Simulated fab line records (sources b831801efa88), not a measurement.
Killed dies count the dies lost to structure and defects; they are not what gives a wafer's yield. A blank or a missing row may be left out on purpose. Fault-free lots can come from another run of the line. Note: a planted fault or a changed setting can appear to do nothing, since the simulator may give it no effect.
Which tool was responsible? -- flow gf180mcu -- at 1 step of a route of 602, 7 lots with 21 wafers sampled

== WHAT THE GAUGES READ, wafer by wafer ==
GF_MVPSD_OVL_MEAS_07.
lot,measured,on,MVPSD_OVL (nm)
L725,day 5 07:14,overlay-02,0.2 2.3 2.3
L728,day 6 06:01,overlay-02,-2.5 -2.2 -2.4
L732,day 7 03:41,overlay-02,-0.5 0.4 0.0
L735,day 7 22:13,overlay-02,-1.0 -0.8 1.0
L737,day 8 06:14,overlay-01,2.7 -0.1 1.4
L745,day 10 06:34,overlay-02,-1.3 -1.4 -0.1
L747,day 10 19:40,overlay-02,0.7 1.1 0.5

== EACH LOT AND THE TOOL THAT RAN IT (in order: tool; ch and the chambers of the sampled wafers; start) ==
The record shows no process step preceding these readings.

== THE ANSWER, worked out from the rows above alone ==
Rule: the usual values come from the lots themselves. The widest of any qualifying gaps counts: lots, ordered by their means at a reading, are off when they make up no more than a third of the lots, leave a main group of 4 or more, and stand apart from it by 3 or more times the standard deviation of that group's means. Not used: any main group whose means are identical at the precision the tables above print for the reading. A lot without any number at a reading at which 4 lots or more have one is off too. The other lots that the step has rows for count as sound.
Across all readings shown, no lot is off: no conclusion can be drawn from this.

== WHAT WAS PUT IN BY THE SIMULATOR ==
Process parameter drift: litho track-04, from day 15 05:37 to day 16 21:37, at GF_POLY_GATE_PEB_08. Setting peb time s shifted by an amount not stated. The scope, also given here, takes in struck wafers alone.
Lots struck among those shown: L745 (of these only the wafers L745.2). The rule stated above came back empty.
